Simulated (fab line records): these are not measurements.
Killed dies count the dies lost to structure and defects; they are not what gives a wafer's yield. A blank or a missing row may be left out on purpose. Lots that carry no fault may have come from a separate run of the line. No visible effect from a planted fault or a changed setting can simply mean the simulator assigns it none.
Matching of chambers + flow gf180mcu + GF_SAB_ETCH_11 on rieDiel-02: 4 sister chambers
The step etches SiO2 in C4F8/O2/Ar, target depth 55 nm, time 8.5 s. 22 wafers are shown with their chamber, then 11 later ones without.

== WAFERS WITH THEIR CHAMBER ==
| wafer  | chamber | rfFwdPowerW (W) | oesProductAu (a.u.) |
|--------|---------|-----------------|---------------------|
| L076.2 | 1       | 1471            | 1.006               |
| L076.5 | 1       | 1470            | 1.009               |
| L076.6 | 2       | 1478            | 0.984               |
| L081.1 | 3       | 1465            | 0.990               |
| L081.2 | 2       | 1485            | 1.006               |
| L081.6 | 0       | 1469            | 1.018               |
| L083.1 | 0       | 1472            | 1.021               |
| L083.2 | 2       | 1479            | 1.002               |
| L083.4 | 3       | 1469            | 1.001               |
| L084.1 | 3       | 1465            | 1.000               |
| L084.4 | 2       | 1477            | 1.000               |
| L084.5 | 0       | 1476            | 1.025               |
| L087.2 | 2       | 1478            | 0.991               |
| L087.4 | 0       | 1465            | 1.009               |
| L087.6 | 2       | 1480            | 0.995               |
| L089.2 | 0       | 1472            | 1.001               |
| L089.4 | 2       | 1481            | 0.990               |
| L089.5 | 1       | 1471            | 1.009               |
| L090.1 | 1       | 1476            | 1.020               |
| L090.4 | 0       | 1478            | 1.021               |
| L090.5 | 0       | 1480            | 1.010               |
| L094.1 | 0       | 1466            | 1.004               |

SIGNATURES (averages over the wafers above)
| reading      | chamber 0 | chamber 1 | chamber 2 | chamber 3 | scatter within a chamber |
|--------------|-----------|-----------|-----------|-----------|--------------------------|
| rfFwdPowerW  | 1472.25   | 1472.00   | 1479.71   | 1466.33   | 3.98                     |
| oesProductAu | 1.01362   | 1.01100   | 0.99543   | 0.99700   | 0.00777                  |
Rule: distance of a wafer from a chamber = root of the sum over the readings of ((wafer's reading minus chamber's mean) / reading's scatter) squared. If the next closest chamber is less than 2 further off than the closest, the wafer can't be placed; otherwise it belongs to the closest. The scatter: take each reading less its chamber's mean, square it, sum over the shown wafers, divide by the number of wafers less the number of chambers, and take the root.

== WAFERS WITHOUT THEIR CHAMBER ==
| wafer  | rfFwdPowerW (W) | oesProductAu (a.u.) |
|--------|-----------------|---------------------|
| L094.5 | 1471            | 1.010               |
| L094.6 | 1476            | 1.011               |
| L095.2 | 1466            | 1.021               |
| L095.4 | 1469            | 0.983               |
| L095.5 | 1481            | 0.996               |
| L096.2 | 1473            | 1.018               |
| L096.4 | 1459            | 0.989               |
| L096.5 | 1457            | 0.990               |
| L097.3 | 1475            | 1.020               |
| L097.4 | 1474            | 1.021               |
| L097.5 | 1473            | 1.018               |

== WHICH CHAMBER EACH WENT THROUGH ==
| wafer  | from the rows above          | in truth |
|--------|------------------------------|----------|
| L094.5 | can't be placed: 1 or 0 or 3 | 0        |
| L094.6 | can't be placed: 0 or 1 or 2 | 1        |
| L095.2 | can't be placed: 0 or 1 or 3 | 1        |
| L095.4 | can't be placed: 3 or 2 or 1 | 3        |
| L095.5 | 2                            | 2        |
| L096.2 | can't be placed: 0 or 1      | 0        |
| L096.4 | 3                            | 3        |
| L096.5 | 3                            | 3        |
| L097.3 | can't be placed: 0 or 1      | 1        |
| L097.4 | can't be placed: 0 or 1      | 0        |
| L097.5 | can't be placed: 0 or 1      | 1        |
Correct placement for 3 of the 11. From these rows, 8 cannot be placed; in 8 the true chamber is one of the candidates. 0 placed wrongly.
